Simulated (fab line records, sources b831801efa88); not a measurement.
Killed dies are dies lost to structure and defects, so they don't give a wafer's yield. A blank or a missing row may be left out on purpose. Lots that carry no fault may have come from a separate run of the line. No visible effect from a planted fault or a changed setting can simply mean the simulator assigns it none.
fab line records + flow sfq-line
record
- lots=5
- wafers=15
- last-day=93
route steps=325 shown M1@62 I1@73 M2@88
lots untouched by any fault: they come from a run of this same line in which no faults occurred
start-h: the number of hours between the record's first day and the start of the first shown wafer of the lot + wait-h: hours from the lot's prior step to this one + " identical to the entry in the row above + L1.1+2: a row that stands for several wafers + - value missing, or start not given + * or withheld: withheld + < > ~ a bound
route shown NAME@n: a module of which the file shows steps, and the number in the route of the first + usual: mean/standard deviation taken from wafers without a fault + same: alike in all rows + chamber/n: place in a boat + sites: per-site readings + _std_site: how widely they spread, as a standard deviation + _edge_site: the outer-site mean with the inner-site mean subtracted + radius-mm: for every site, how far away it sits from the centre of the wafer + mask NAME#n: copy n + behind: the last tool/chamber to shape the wafer + hold: why the lot went on hold/how many hours it stayed there/how the hold came to an end + device: transistor that didn't switch, given as n, p or np + end of line: the same wafers' tests at the end of the route + a step given without rows: its recipe and nothing more + killed: count of dies lost to structure and defects at first sort (not the wafer's yield) + map: a wafer's dies, marking killed ones x, the rest . and places with no die _
set.NAME: the setting as run; set.NAME@STEP: as run at that earlier step + model.NAME: the simulator's own value behind a step, which no gauge read
a table for each step, a row for each wafer; lots at some steps of the route
services: when a tool's chamber went out of use (start-h, in hours from the record's first day, below 0 if earlier), for how many hours, and the reason
## steps
# step SFQ_TRILAYER_M1_LITHO_COAT_044
# recipe
- resist=BARC
- spin-rpm=3000
- resist-thk-nm=62
# step SFQ_TRILAYER_M1_LITHO_COAT_039
# recipe
- resist=KrF
- spin-rpm=3000
- resist-thk-nm=600
# step SFQ_TRILAYER_M1_LITHO_SOFTBAKE_043
# recipe
- temp-c=withheld
- time-s=withheld
- resist=KrF
# step SFQ_TRILAYER_M1_LITHO_EXPOSE_040
# recipe
- mask-id=M1
- na=0.6
- source-shape=conventional
- sigma-outer=0.65
- target-cd-nm=500
- dose-mj=14.4
# step SFQ_TRILAYER_M1_LITHO_PEB_042
# recipe
- peb-temp-c=115
- peb-time-s=60
- resist=KrF
# step SFQ_TRILAYER_M1_LITHO_DEVELOP_041
# recipe
- time-s=60
- resist=KrF
# step SFQ_M1_OVL_MEAS_911
# usual
- M1_OVL=1/4.9
| lot.wafer | tool       | chamber | start-h | wait-h | M1_OVL[nm] |
|-----------|------------|---------|---------|--------|------------|
| L448.2    | overlay-01 | -       | 488.03  | 0.1    | 4          |
| L448.5    | "          | -       | "       | "      | 3          |
| L448.6    | "          | -       | "       | "      | 2          |
| L452.2    | overlay-01 | -       | 537.90  | 0.1    | 9          |
| L452.5    | "          | -       | "       | "      | 10         |
| L452.6    | "          | -       | "       | "      | 0          |
| L467.1    | overlay-02 | -       | 631.07  | 0.1    | -3         |
| L467.3    | "          | -       | "       | "      | -1         |
| L467.6    | "          | -       | "       | "      | -2         |
| L468.4    | overlay-02 | -       | 632.29  | 0.1    | 8          |
| L468.5    | "          | -       | "       | "      | 6          |
| L468.6    | "          | -       | "       | "      | 0          |
| L470.2    | overlay-02 | -       | 635.88  | 0.1    | -4         |
| L470.5    | "          | -       | "       | "      | -2         |
| L470.6    | "          | -       | "       | "      | -5         |
# step SFQ_TRILAYER_M1_BARC_OPEN_METAL_ETCH_054
# recipe
- mask-material=PR
- chemistry=O2
- target-depth-nm=125
- target=BARC
- icp-w=600
- bias-w=80
- pressure-mtorr=10
- time-s=41.7
# step SFQ_TRILAYER_M1_ETCH_METAL_ETCH_042
# recipe
- target=Nb
- stop-on=SiO2
- mask-material=PR
- chemistry=Cl2/Ar
- target-depth-nm=240
- icp-w=600
- bias-w=80
- pressure-mtorr=10
- time-s=120
# step SFQ_TRILAYER_M1_STRIP_STRIP_043
# recipe
- gas=O2
- power-w=200
- platen-temp-c=40
- overash-fraction=0.65
- chemistry=O2
- pressure-mtorr=50
# usual
- drypump-motor-current-A=5.9/0.35
- oes-product-au=1.002/0.0084
| lot.wafer | tool         | chamber | start-h | wait-h | drypump-motor-current-A | oes-product-au | rf-hours-counter-h |
|-----------|--------------|---------|---------|--------|-------------------------|----------------|--------------------|
| L448.2    | rie-metal-03 | 1       | 488.24  | 0.1    | 6.3                     | 1.000          | 57                 |
| L448.5    | "            | 1       | "       | "      | 6.3                     | 0.991          | -                  |
| L448.6    | "            | 0       | "       | "      | 5.5                     | 0.995          | -                  |
| L452.2    | rie-metal-03 | 0       | 538.11  | 0.1    | 5.4                     | 0.996          | 111                |
| L452.5    | "            | 1       | "       | "      | 6.3                     | 0.990          | -                  |
| L452.6    | "            | 0       | "       | "      | 5.4                     | 0.987          | -                  |
| L467.1    | rie-metal-04 | 1       | 631.29  | 0.1    | 6.2                     | 1.013          | 136                |
| L467.3    | "            | 1       | "       | "      | 6.2                     | 1.016          | -                  |
| L467.6    | "            | 1       | "       | "      | 6.3                     | 1.012          | -                  |
| L468.4    | rie-metal-03 | 1       | 632.69  | 0.2    | 6.3                     | 1.009          | -                  |
| L468.5    | "            | 0       | "       | "      | 5.4                     | 1.001          | -                  |
| L468.6    | "            | 1       | "       | "      | 6.3                     | 1.004          | -                  |
| L470.2    | rie-metal-04 | 0       | 636.09  | 0.1    | 5.6                     | 1.008          | 24                 |
| L470.5    | "            | 1       | "       | "      | 6.2                     | 1.010          | -                  |
| L470.6    | "            | 0       | "       | "      | 5.7                     | 1.019          | -                  |
# step SFQ_TRILAYER_M1_STRIP_SOLV_CLEAN_044
# recipe
- chemistry=NMP
- temp-c=70
- time-s=600
# step SFQ_TRILAYER_I1_DEP_PECVD_045
# recipe
- material=SiO2
- temp-c=150
- time-s=111.11
- pressure-torr=2.4
- rf-w=183.3
- precursor=SiH4/N2O
- target-thk-nm=500
# usual
- heater-power-w=84/10
- showerhead-vpp-V=848/47
- throttle-valve-pct=24.2/1.2
| lot.wafer | tool     | chamber | start-h | wait-h | heater-power-w | showerhead-vpp-V | throttle-valve-pct |
|-----------|----------|---------|---------|--------|----------------|------------------|--------------------|
| L448.2    | pecvd-03 | 2       | 489.03  | 0.0    | 90             | 753              | 23.1               |
| L448.5    | "        | 1       | "       | "      | 83             | 839              | 24.0               |
| L448.6    | "        | 0       | "       | "      | 104            | 861              | 25.4               |
| L452.2    | pecvd-04 | 0       | 538.89  | 0.0    | 91             | 914              | 25.2               |
| L452.5    | "        | 1       | "       | "      | 76             | 869              | 25.1               |
| L452.6    | "        | 0       | "       | "      | 75             | 932              | 25.6               |
| L467.1    | pecvd-04 | 1       | 632.09  | 0.0    | 79             | 867              | 22.6               |
| L467.3    | "        | 2       | "       | "      | 73             | 917              | 24.1               |
| L467.6    | "        | 2       | "       | "      | 75             | 903              | 24.4               |
| L468.4    | pecvd-03 | 0       | 633.31  | 0.0    | 95             | 850              | 25.8               |
| L468.5    | "        | 2       | "       | "      | 72             | 777              | 23.3               |
| L468.6    | "        | 1       | "       | "      | 90             | 837              | 24.4               |
| L470.2    | pecvd-03 | 0       | 636.89  | 0.0    | 101            | 853              | 25.8               |
| L470.5    | "        | 2       | "       | "      | 78             | 749              | 23.6               |
| L470.6    | "        | 1       | "       | "      | 77             | 845              | 24.2               |
# step SFQ_TRILAYER_I1_CMP_CMP_046
# recipe
- material=SiO2
- down-force-psi=3
- platen-rpm=60
- pad-velocity-m-s=0.94248
# usual
- head-pressure-psi=3.000/0.0064
- motor-current-A=10.4/1.3
- retaining-ring-pressure-frac=1.001/0.005
- time-to-endpoint-s=217/6.7
| lot.wafer | tool   | chamber | start-h | wait-h | head-pressure-psi | motor-current-A | retaining-ring-pressure-frac | time-to-endpoint-s | model.SiO2_of_TRILAYER_I1_DEP_PECVD_045.thk-nm |
|-----------|--------|---------|---------|--------|-------------------|-----------------|------------------------------|--------------------|------------------------------------------------|
| L448.2    | cmp-01 | 1       | 491.56  | 2.5    | 2.990             | 11.1            | 1.000                        | 212                | 201.1                                          |
| L448.5    | "      | 2       | "       | "      | 2.996             | 11.5            | 1.000                        | 215                | 199.7                                          |
| L448.6    | "      | 3       | "       | "      | 2.997             | 9.0             | 0.996                        | 216                | 200.7                                          |
| L452.2    | cmp-02 | 3       | 540.46  | 1.5    | 2.989             | 9.4             | 1.000                        | 218                | 198.2                                          |
| L452.5    | "      | 0       | "       | "      | 2.997             | 13.3            | 1.006                        | 219                | 199.9                                          |
| L452.6    | "      | 1       | "       | "      | 2.995             | 9.9             | 1.003                        | 222                | 200.3                                          |
| L467.3    | cmp-01 | 2       | 638.15  | 6.0    | 2.990             | 11.3            | 1.004                        | 199                | 215.3                                          |
| L467.1    | "      | 1       | 639.65  | 7.5    | 2.996             | 10.8            | 0.995                        | 214                | 202.1                                          |
| L467.6    | "      | 3       | 640.65  | 8.5    | 3.000             | 8.6             | 1.009                        | 219                | 200.2                                          |
| L468.4    | cmp-02 | 1       | 639.35  | 6.0    | 3.002             | 9.7             | 1.009                        | 219                | 200.9                                          |
| L468.5    | "      | 1       | 641.35  | 8.0    | 2.994             | 9.6             | 1.002                        | 228                | 200.3                                          |
| L468.6    | "      | 2       | "       | "      | 3.005             | 9.7             | 0.993                        | 228                | 201.4                                          |
| L470.2    | cmp-02 | 0       | 645.85  | 8.9    | 3.009             | 13.3            | 1.004                        | 200                | 200.4                                          |
| L470.6    | "      | 3       | 647.35  | 10.4   | 2.994             | 9.4             | 0.998                        | 213                | 199.6                                          |
| L470.5    | "      | 0       | "       | "      | 3.027             | 13.4            | 1.001                        | 211                | 200.4                                          |
# step SFQ_I1_BOW_MEAS_912
# recipe
- mode=bow
# usual
- I1_BOW=2/7.5
| lot.wafer | tool          | chamber | start-h | wait-h | I1_BOW[um] |
|-----------|---------------|---------|---------|--------|------------|
| L448.2    | film-metro-04 | -       | 493.08  | 1.0    | -3         |
| L448.5    | "             | -       | "       | "      | 4          |
| L448.6    | "             | -       | "       | "      | 5          |
| L452.2    | film-metro-01 | -       | 541.98  | 1.0    | -4         |
| L452.5    | "             | -       | "       | "      | -10        |
| L452.6    | "             | -       | "       | "      | -3         |
| L467.1    | film-metro-02 | -       | 641.15  | 1.0    | 0          |
| L467.3    | "             | -       | "       | "      | 8          |
| L467.6    | "             | -       | "       | "      | 21         |
| L468.4    | film-metro-01 | -       | 642.41  | 2.6    | -3         |
| L468.5    | "             | -       | "       | "      | 5          |
| L468.6    | "             | -       | "       | "      | 0          |
| L470.2    | film-metro-04 | -       | 648.37  | 2.0    | -1         |
| L470.5    | "             | -       | "       | "      | 14         |
| L470.6    | "             | -       | "       | "      | 3          |
# step SFQ_TRILAYER_I1_METRO_MEASURE_047
# usual
- thk-nm=200.4/0.89
| lot.wafer | tool          | chamber | start-h | wait-h | thk-nm |
|-----------|---------------|---------|---------|--------|--------|
| L448.2    | film-metro-04 | -       | 493.38  | 0.3    | 201.1  |
| L448.5    | "             | -       | "       | "      | 199.5  |
| L448.6    | "             | -       | "       | "      | 200.7  |
| L452.2    | film-metro-01 | -       | 542.28  | 0.3    | 198.2  |
| L452.5    | "             | -       | "       | "      | 200.0  |
| L452.6    | "             | -       | "       | "      | 200.1  |
| L467.1    | film-metro-02 | -       | 641.27  | 0.1    | 202.2  |
| L467.3    | "             | -       | "       | "      | 215.2  |
| L467.6    | "             | -       | "       | "      | 200.1  |
| L468.4    | film-metro-01 | -       | 643.07  | 0.6    | 200.8  |
| L468.5    | "             | -       | "       | "      | 200.3  |
| L468.6    | "             | -       | "       | "      | 201.4  |
| L470.2    | film-metro-04 | -       | 648.67  | 0.3    | 200.4  |
| L470.5    | "             | -       | "       | "      | 200.4  |
| L470.6    | "             | -       | "       | "      | 199.5  |
# step SFQ_TRILAYER_I1_VIA_LITHO_COAT_054
# recipe
- resist=BARC
- spin-rpm=3000
- resist-thk-nm=62
# step SFQ_TRILAYER_I1_VIA_LITHO_COAT_049
# recipe
- resist=KrF
- spin-rpm=3000
- resist-thk-nm=650
# step SFQ_TRILAYER_I1_VIA_LITHO_SOFTBAKE_053
# recipe
- temp-c=withheld
- time-s=withheld
- resist=KrF
# step SFQ_TRILAYER_I1_VIA_LITHO_EXPOSE_050
# recipe
- mask-id=I1
- na=0.6
- source-shape=conventional
- sigma-outer=0.65
- target-cd-nm=500
- dose-mj=21.3
# step SFQ_TRILAYER_I1_VIA_LITHO_PEB_052
# recipe
- peb-temp-c=115
- peb-time-s=60
- resist=KrF
# step SFQ_TRILAYER_I1_VIA_LITHO_DEVELOP_051
# recipe
- time-s=60
- resist=KrF
# step SFQ_I1_OVL_MEAS_913
# usual
- I1_OVL=1/5.5
| lot.wafer | tool       | chamber | start-h | wait-h | I1_OVL[nm] |
|-----------|------------|---------|---------|--------|------------|
| L448.2    | overlay-01 | -       | 653.11  | 0.1    | -1         |
| L448.5    | "          | -       | "       | "      | 5          |
| L448.6    | "          | -       | "       | "      | 2          |
| L452.2    | overlay-01 | -       | 696.96  | 0.1    | 1          |
| L452.5    | "          | -       | "       | "      | -4         |
| L452.6    | "          | -       | "       | "      | 6          |
| L467.1    | overlay-01 | -       | 775.14  | 0.1    | 2          |
| L467.3    | "          | -       | "       | "      | 1          |
| L467.6    | "          | -       | "       | "      | 0          |
| L468.4    | overlay-02 | -       | 776.35  | 0.1    | 2          |
| L468.5    | "          | -       | "       | "      | 7          |
| L468.6    | "          | -       | "       | "      | 1          |
| L470.2    | overlay-02 | -       | 781.14  | 0.1    | 5          |
| L470.5    | "          | -       | "       | "      | 0          |
| L470.6    | "          | -       | "       | "      | -5         |
# step SFQ_TRILAYER_I1_VIA_BARC_OPEN_VIA_ETCH_071
# recipe
- mask-material=PR
- chemistry=O2
- target-depth-nm=125
- target=BARC
- source-w=500
- bias-w=80
- pressure-mtorr=30
- time-s=41.7
# usual
- drypump-motor-current-A=5.8/0.5
- oes-product-au=0.684/0.0048
| lot.wafer | tool        | chamber | start-h | wait-h | drypump-motor-current-A | oes-product-au | rf-hours-counter-h |
|-----------|-------------|---------|---------|--------|-------------------------|----------------|--------------------|
| L448.2    | rie-diel-04 | 3       | 653.14  | 0.0    | 6.4                     | 0.680          | 1                  |
| L448.5    | "           | 3       | "       | "      | 6.4                     | 0.679          | -                  |
| L448.6    | "           | 0       | "       | "      | 5.9                     | 0.686          | -                  |
| L452.2    | rie-diel-01 | 3       | 696.99  | 0.0    | 6.6                     | 0.684          | 17                 |
| L452.5    | "           | 1       | "       | "      | 6.2                     | 0.682          | -                  |
| L452.6    | "           | 0       | "       | "      | 5.8                     | 0.694          | -                  |
| L467.1    | rie-diel-01 | 0       | 775.17  | 0.0    | 5.8                     | 0.686          | 12                 |
| L467.3    | "           | 1       | "       | "      | 6.2                     | 0.681          | 4                  |
| L467.6    | "           | 0       | "       | "      | 5.8                     | 0.682          | -                  |
| L468.4    | rie-diel-04 | 2       | 776.37  | 0.0    | 5.4                     | 0.685          | 13                 |
| L468.5    | "           | 0       | "       | "      | 5.8                     | 0.682          | -                  |
| L468.6    | "           | 3       | "       | "      | 6.3                     | 0.680          | -                  |
| L470.2    | rie-diel-01 | 0       | 781.17  | 0.0    | 5.8                     | 0.675          | 12                 |
| L470.5    | "           | 3       | "       | "      | 6.6                     | 0.680          | -                  |
| L470.6    | "           | 2       | "       | "      | 5.1                     | 0.685          | -                  |
# step SFQ_TRILAYER_I1_VIA_ETCH_VIA_ETCH_052
# recipe
- target=SiO2
- stop-on=Nb
- mask-material=PR
- taper-deg=20
- chemistry=CHF3
- target-depth-nm=260
- source-w=500
- bias-w=80
- pressure-mtorr=30
- time-s=withheld
# usual
- drypump-motor-current-A=5.8/0.5
- oes-product-au=0.856/0.005
| lot.wafer | tool        | chamber | start-h | wait-h | drypump-motor-current-A | oes-product-au | model.I1.feature-depth-nm | model.etch.depth-nm |
|-----------|-------------|---------|---------|--------|-------------------------|----------------|---------------------------|---------------------|
| L448.2    | rie-diel-04 | 3       | 653.18  | 0.0    | 6.3                     | 0.856          | 201.1                     | 201.1               |
| L448.5    | "           | 3       | "       | "      | 6.3                     | 0.859          | 199.7                     | 199.7               |
| L448.6    | "           | 0       | "       | "      | 5.8                     | 0.861          | 200.7                     | 200.7               |
| L452.2    | rie-diel-01 | 3       | 697.03  | 0.0    | 6.6                     | 0.854          | 198.2                     | 198.2               |
| L452.5    | "           | 1       | "       | "      | 6.2                     | 0.854          | 199.9                     | 199.9               |
| L452.6    | "           | 0       | "       | "      | 5.8                     | 0.860          | 200.3                     | 200.3               |
| L467.1    | rie-diel-01 | 0       | 775.21  | 0.0    | 5.8                     | 0.856          | 202.1                     | 202.1               |
| L467.3    | "           | 1       | "       | "      | 6.2                     | 0.893          | 215.3                     | 215.3               |
| L467.6    | "           | 0       | "       | "      | 5.8                     | 0.858          | 200.2                     | 200.2               |
| L468.4    | rie-diel-04 | 2       | 776.41  | 0.0    | 5.3                     | 0.857          | 200.9                     | 200.9               |
| L468.5    | "           | 0       | "       | "      | 5.9                     | 0.849          | 200.3                     | 200.3               |
| L468.6    | "           | 3       | "       | "      | 6.3                     | 0.861          | 201.4                     | 201.4               |
| L470.2    | rie-diel-01 | 0       | 781.21  | 0.0    | 5.8                     | 0.858          | 200.4                     | 200.4               |
| L470.5    | "           | 3       | "       | "      | 6.6                     | 0.860          | 200.4                     | 200.4               |
| L470.6    | "           | 2       | "       | "      | 5.1                     | 0.852          | 199.6                     | 199.6               |
# step SFQ_TRILAYER_I1_VIA_STRIP_STRIP_053
# recipe
- gas=O2
- power-w=200
- platen-temp-c=40
- overash-fraction=0.65
- chemistry=O2
- pressure-mtorr=50
# usual
- drypump-motor-current-A=6.1/0.37
- oes-product-au=1.002/0.0075
| lot.wafer | tool         | chamber | start-h | wait-h | drypump-motor-current-A | oes-product-au | rf-hours-counter-h |
|-----------|--------------|---------|---------|--------|-------------------------|----------------|--------------------|
| L448.2    | rie-metal-04 | 0       | 653.30  | -      | 5.7                     | 1.017          | 27                 |
| L448.5    | "            | 1       | "       | "      | 6.3                     | 1.010          | -                  |
| L448.6    | "            | 0       | "       | "      | 5.6                     | 1.019          | -                  |
| L452.2    | rie-metal-04 | 0       | 697.14  | -      | 5.6                     | 0.998          | 32                 |
| L452.5    | "            | 1       | "       | "      | 6.2                     | 1.012          | -                  |
| L452.6    | "            | 0       | "       | "      | 5.7                     | 0.997          | -                  |
| L467.1    | rie-metal-02 | 0       | 775.32  | -      | 6.4                     | 1.001          | 39                 |
| L467.3    | "            | 0       | "       | "      | 6.4                     | 1.001          | -                  |
| L467.6    | "            | 0       | "       | "      | 6.4                     | 1.003          | -                  |
| L468.4    | rie-metal-04 | 1       | 776.72  | -      | 6.2                     | 0.997          | -                  |
| L468.5    | "            | 1       | "       | "      | 6.2                     | 1.006          | -                  |
| L468.6    | "            | 0       | "       | "      | 5.7                     | 0.993          | -                  |
| L470.2    | rie-metal-04 | 1       | 781.32  | -      | 6.3                     | 0.989          | 3                  |
| L470.5    | "            | 1       | "       | "      | 6.3                     | 0.992          | -                  |
| L470.6    | "            | 0       | "       | "      | 5.6                     | 0.987          | -                  |
# step SFQ_TRILAYER_I1_VIA_STRIP_SOLV_CLEAN_054
# recipe
- chemistry=NMP
- temp-c=70
- time-s=600
# step SFQ_TRILAYER_M2_DEP_PRE_CLEAN_056
# recipe
- gas=Ar
- time-s=22.5
- bias-v=250
| lot.wafer | tool           | chamber | start-h | wait-h | model.SiO2_of_TRILAYER_I1_DEP_PECVD_045.thk-nm |
|-----------|----------------|---------|---------|--------|------------------------------------------------|
| L448.2    | pvd-sputter-05 | -       | 654.09  | 0.0    | 193.6                                          |
| L448.5    | "              | -       | "       | "      | 192.2                                          |
| L448.6    | "              | -       | "       | "      | 193.2                                          |
| L452.2    | pvd-sputter-05 | -       | 697.91  | 0.0    | 190.7                                          |
| L452.5    | "              | -       | "       | "      | 192.4                                          |
| L452.6    | "              | -       | "       | "      | 192.8                                          |
| L467.1    | pvd-sputter-04 | -       | 776.10  | 0.0    | 194.6                                          |
| L467.3    | "              | -       | "       | "      | 207.8                                          |
| L467.6    | "              | -       | "       | "      | 192.7                                          |
| L468.4    | pvd-sputter-05 | -       | 777.31  | 0.0    | 193.4                                          |
| L468.5    | "              | -       | "       | "      | 192.8                                          |
| L468.6    | "              | -       | "       | "      | 193.9                                          |
| L470.2+5  | pvd-sputter-04 | -       | 782.10  | 0.0    | 192.9                                          |
| L470.6    | "              | -       | "       | "      | 192.1                                          |
# step SFQ_TRILAYER_M2_DEP_SPUTTER_055
# recipe
- material=Nb
- base-pressure-pa=1.33e-06
- chamber-pressure-pa=0.1333
- substrate-temp-c=20
- resputter-cathode-voltage-v=400
- target-thk-nm=200
- power-w=2000
- time-s=133.3
# usual
- cathode-dc-power-W=2000.0/0.38
- chamber-pressure-pa=0.13329/0.00027
- throttle-valve-pct=29.9/0.88
| lot.wafer | tool           | chamber | start-h | wait-h | cathode-dc-power-W | chamber-pressure-pa | throttle-valve-pct |
|-----------|----------------|---------|---------|--------|--------------------|---------------------|--------------------|
| L448.2    | pvd-sputter-05 | -       | 654.12  | 0.0    | 2000.3             | 0.13331             | 30.2               |
| L448.5    | "              | -       | "       | "      | 1999.9             | 0.13395             | 31.0               |
| L448.6    | "              | -       | "       | "      | 2000.2             | 0.13351             | 30.6               |
| L452.2    | pvd-sputter-05 | -       | 697.94  | 0.0    | 2000.2             | 0.13361             | 29.1               |
| L452.5    | "              | -       | "       | "      | 2000.3             | 0.13349             | 30.3               |
| L452.6    | "              | -       | "       | "      | 2000.2             | 0.13356             | 29.4               |
| L467.1    | pvd-sputter-04 | -       | 776.13  | 0.0    | 2000.2             | 0.13317             | 28.7               |
| L467.3    | "              | -       | "       | "      | 1999.7             | 0.1333              | 29.5               |
| L467.6    | "              | -       | "       | "      | 2000.0             | 0.13333             | 30.5               |
| L468.4    | pvd-sputter-05 | -       | 777.37  | 0.0    | 2000.3             | 0.13321             | 30.0               |
| L468.5    | "              | -       | "       | "      | 2000.0             | 0.13371             | 30.6               |
| L468.6    | "              | -       | "       | "      | 2000.4             | 0.13352             | 31.2               |
| L470.2    | pvd-sputter-04 | -       | 782.13  | 0.0    | 2000.1             | 0.13356             | 31.4               |
| L470.5    | "              | -       | "       | "      | 1999.8             | 0.1328              | 29.4               |
| L470.6    | "              | -       | "       | "      | 2000.3             | 0.13326             | 31.4               |
## services
| tool           | chamber | start-h | hours | kind   |
|----------------|---------|---------|-------|--------|
| cmp-02         | -       | 471.42  | 1.6   | repair |
| pecvd-03       | -       | 493.38  | 2.5   | repair |
| rie-diel-01    | 1       | 495.14  | 6.4   | repair |
| rie-diel-04    | 2       | 496.42  | 15.1  | repair |
| rie-metal-04   | 1       | 504.60  | 2.9   | repair |
| rie-diel-04    | 3       | 508.50  | 70.9  | repair |
| rie-diel-04    | 2       | 515.27  | 21.2  | repair |
| rie-metal-03   | -       | 525.62  | 2.8   | pm     |
| rie-diel-01    | -       | 530.24  | 2.0   | repair |
| rie-diel-04    | 2       | 538.24  | 7.8   | repair |
| rie-diel-01    | 2       | 571.62  | 5.3   | repair |
| cmp-02         | -       | 572.06  | 4.0   | pm     |
| pecvd-03       | 2       | 577.29  | 22.1  | repair |
| pvd-sputter-05 | -       | 589.35  | 1.8   | repair |
| cmp-02         | -       | 590.02  | 1.3   | repair |
| pvd-sputter-05 | -       | 631.15  | 3.1   | repair |
| pvd-sputter-04 | -       | 635.05  | 0.8   | repair |
| rie-diel-01    | 3       | 676.91  | 5.2   | repair |
| rie-metal-04   | 0       | 677.21  | 5.1   | repair |
| pvd-sputter-05 | -       | 683.27  | 3.5   | repair |
| rie-diel-01    | 0       | 687.56  | 1.5   | repair |
| pvd-sputter-04 | -       | 695.81  | 7.3   | repair |
| rie-diel-01    | 3       | 702.94  | 11.7  | repair |
| rie-diel-04    | -       | 773.53  | 0.3   | repair |
## key
first-sign
- step=SFQ_TRILAYER_I1_METRO_MEASURE_047
- reading=thk-nm
- direction=up
- sigmas=17
- usual=200.4
- struck=215.2
effect
- step=SFQ_TRILAYER_I1_VIA_ETCH_VIA_ETCH_052
- reading=oes-product-au
- direction=up
- sigmas=7.4
- usual=0.856
- struck=0.893
model-effect
- step=SFQ_TRILAYER_I1_CMP_CMP_046
- value=SiO2_of_TRILAYER_I1_DEP_PECVD_045.thk-nm
- without=200.3
- struck=215.3
model-effect
- step=SFQ_TRILAYER_I1_VIA_ETCH_VIA_ETCH_052
- value=I1.feature-depth-nm
- without=200.3
- struck=215.3
model-effect
- step=SFQ_TRILAYER_M2_DEP_PRE_CLEAN_056
- value=SiO2_of_TRILAYER_I1_DEP_PECVD_045.thk-nm
- without=192.8
- struck=207.8
met-at SFQ_TRILAYER_I1_CMP_CMP_046
struck-wafers L467.3
onset-between 491.56 638.15
fault
- kind=process-parameter-drift
- tool=cmp-01
- chamber=-
- onset-h=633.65
- steps=SFQ_TRILAYER_I1_CMP_CMP_046
- channel=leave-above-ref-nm
- offset=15
- shape=step
- end-h=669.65
- scope=struck-wafers-only
- acts-in=these-recipes-only
- stated=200
